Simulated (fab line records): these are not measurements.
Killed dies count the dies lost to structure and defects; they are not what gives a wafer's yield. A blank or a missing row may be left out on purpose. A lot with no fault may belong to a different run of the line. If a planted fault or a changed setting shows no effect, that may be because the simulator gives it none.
Which tool did it? ; flow sky130 ; 39 wafers from 13 lots sampled at 5 of the route's 708 steps

== WHAT THE GAUGES READ, wafer by wafer ==
SKY_LDD_P_TW_MEAS_11.
lot;measured;on;LDD_P_TW
L865;day 20 12:04;film metro-04;635 634 635
L866;day 20 14:52;film metro-03;631 628 628
L867;day 20 15:10;film metro-02;631 631 629
L870;day 20 15:10;film metro-03;628 626 623
L871;day 21 18:19;film metro-02;624 626 628
L872;day 21 20:25;film metro-04;639 636 638
L877;day 23 14:15;film metro-03;628 630 628
L879;day 23 23:30;film metro-02;629 625 626
L880;day 24 08:58;film metro-03;628 629 629
L882;day 25 06:21;film metro-03;626 627 629
L885;day 26 08:01;film metro-02;621 624 624
L886;day 26 16:52;film metro-02;622 624 626
L887;day 26 20:30;film metro-02;623 626 625

SKY_LDD_LDN_TW_MEAS_13.
lot;measured;on;LDD_LDN_TW
L865;day 24 06:47;film metro-01;1507 1506 1505
L866;day 24 10:11;film metro-04;1476 1476 1480
L867;day 24 10:29;film metro-02;1467 1456 1459
L870;day 24 11:53;film metro-01;1509 1500 1508
L871;day 25 13:38;film metro-02;1456 1471 1463
L872;day 25 15:01;film metro-02;1573 1558 1561 1563 1563 1567
L877;day 27 06:20;film metro-02;1460 1457 1462
L879;day 27 15:51;film metro-02;1561 1567 1565 1559 1567 1565
L880;day 28 01:18;film metro-04;1480 1477 1484
L882;day 28 21:11;film metro-02;1471 1464 1463
L885;day 29 20:59;film metro-04;1473 1461 1472
L886;day 30 05:29;film metro-01;1506 1510 1506
L887;day 30 10:02;film metro-02;1474 1472 1460

== TOOL THAT RAN EACH LOT (tool first, then ch and the chambers of the sampled wafers, then the start) ==
lot;SKY_POLY_GATE_ETCH_15;SKY_LDD_LDN_IMPLANT_10;SKY_LDD_LDN_STRIP_12
L865;rie diel-03 ch 0,1,2, day 17 20:45;implanter-02 ch 0, day 24 06:24;plasma asher-03 ch 1, day 24 06:41
L866;rie diel-03 ch 0,1,3, day 17 21:33;implanter-02 ch 0, day 24 09:49;plasma asher-04 ch 0,1, day 24 10:05
L867;rie diel-04 ch 0,2,3, day 17 22:10;implanter-01 ch 0, day 24 10:06;plasma asher-01 ch 1, day 24 10:23
L870;rie diel-01 ch 0,1, day 17 22:17;implanter-04 ch 0, day 24 11:29;plasma asher-01 ch 0,1, day 24 11:47
L871;rie diel-03 ch 0,1,2, day 19 01:01;implanter-01 ch 0, day 25 13:14;plasma asher-01 ch 0,1, day 25 13:32
L872;rie diel-01 ch 0,2,3, day 19 04:00;implanter-01 ch 0, day 25 14:19;plasma asher-04 ch 0,1, day 25 14:54
L877;rie diel-04 ch 0,1,3, day 20 21:54;implanter-01 ch 0, day 27 05:56;plasma asher-04 ch 0,1, day 27 06:14
L879;rie diel-01 ch 1,2,3, day 21 08:21;implanter-01 ch 0, day 27 15:08;plasma asher-01 ch 0,1, day 27 15:45
L880;rie diel-04 ch 0,3, day 21 17:46;implanter-04 ch 0, day 28 00:56;plasma asher-04 ch 0,1, day 28 01:13
L882;rie diel-04 ch 0,1, day 22 14:46;implanter-02 ch 0, day 28 20:47;plasma asher-01 ch 0,1, day 28 21:05
L885;rie diel-01 ch 0,1,2, day 23 17:24;implanter-02 ch 0, day 29 20:35;plasma asher-04 ch 0,1, day 29 20:53
L886;rie diel-03 ch 1,2, day 24 02:27;implanter-02 ch 0, day 30 05:05;plasma asher-04 ch 0,1, day 30 05:23
L887;rie diel-01 ch 1,2, day 24 05:45;implanter-02 ch 0, day 30 09:38;plasma asher-04 ch 0,1, day 30 09:56
- SKY_POLY_GATE_ETCH_15: etches BARC in N2/H2, stops on SiO2, time 118.5 s, target depth 110 nm.
- SKY_LDD_LDN_IMPLANT_10
- SKY_LDD_LDN_STRIP_12: strips in O2/N2.

== AS READ BY THE TOOLS THEMSELVES (means over the sampled wafers that have a number; for cases with no such wafer, the mark the record gives instead) ==
SKY_POLY_GATE_ETCH_15.
lot;tool;drypump motor current A (A);oes product au (a.u.);throttle valve pct (%)
L865;rie diel-03;5.5;0.714;13.215
L866;rie diel-03;5.2;0.717;13.216
L867;rie diel-04;6.1;0.713;13.214
L870;rie diel-01;5.7;0.716;13.206
L871;rie diel-03;5.4;0.713;13.209
L872;rie diel-01;5.8;0.717;13.212
L877;rie diel-04;6.0;0.722;13.206
L879;rie diel-01;5.7;0.714;13.217
L880;rie diel-04;6.0;0.711;13.216
L882;rie diel-04;6.2;0.715;13.215
L885;rie diel-01;5.8;0.715;13.209
L886;rie diel-03;5.6;0.719;13.214
L887;rie diel-01;5.9;0.711;13.222

SKY_LDD_LDN_STRIP_12.
lot;tool;drypump motor current A (A);oes product au (a.u.);strip time to endpoint s (s)
L865;plasma asher-03;5.3;0.716;14.17
L866;plasma asher-04;6.0;0.720;14.26
L867;plasma asher-01;5.6;0.715;14.22
L870;plasma asher-01;6.0;0.719;14.13
L871;plasma asher-01;5.9;0.716;14.19
L872;plasma asher-04;6.0;0.713;14.16
L877;plasma asher-04;6.0;0.716;14.15
L879;plasma asher-01;5.8;0.713;14.18
L880;plasma asher-04;6.0;0.720;14.12
L882;plasma asher-01;5.9;0.714;14.18
L885;plasma asher-04;6.3;0.723;14.23
L886;plasma asher-04;6.3;0.714;14.20
L887;plasma asher-04;6.0;0.715;14.21

== THE ANSWER, worked out from the rows above alone ==
Rule: what is usual is taken from the lots themselves. The widest of any qualifying gaps counts: lots, ordered by their means at a reading, are off when they make up no more than a third of the lots, leave a main group of 4 or more, and stand apart from it by 3 or more times the standard deviation of that group's means. Not used: any main group whose means are identical at the precision the tables above print for the reading. A lot without any number at a reading at which 4 lots or more have one is off too. Where the step has rows for the other lots, those lots are counted as sound. The gauges are gone through in route order, then the tools' own readings, and for those a lot's mean is taken as printed above. The first step at which some lot is off is used, and at that step the reading that is off furthest; a lot without a number counts as furthest.
Off: L872, L879, at SKY_LDD_LDN_TW_MEAS_13 (LDD_LDN_TW). For the main group the mean is 1479 and the standard deviation 18.
If a tool, at a process step before that reading, ran all the lots that are off and no sound lot after the first of them, it fits. Gauges at SKY_LDD_LDN_TW_MEAS_13: tried the same way as those tools. Not one of the candidates tried fits.

== WHAT THE SIMULATOR PUT IN ==
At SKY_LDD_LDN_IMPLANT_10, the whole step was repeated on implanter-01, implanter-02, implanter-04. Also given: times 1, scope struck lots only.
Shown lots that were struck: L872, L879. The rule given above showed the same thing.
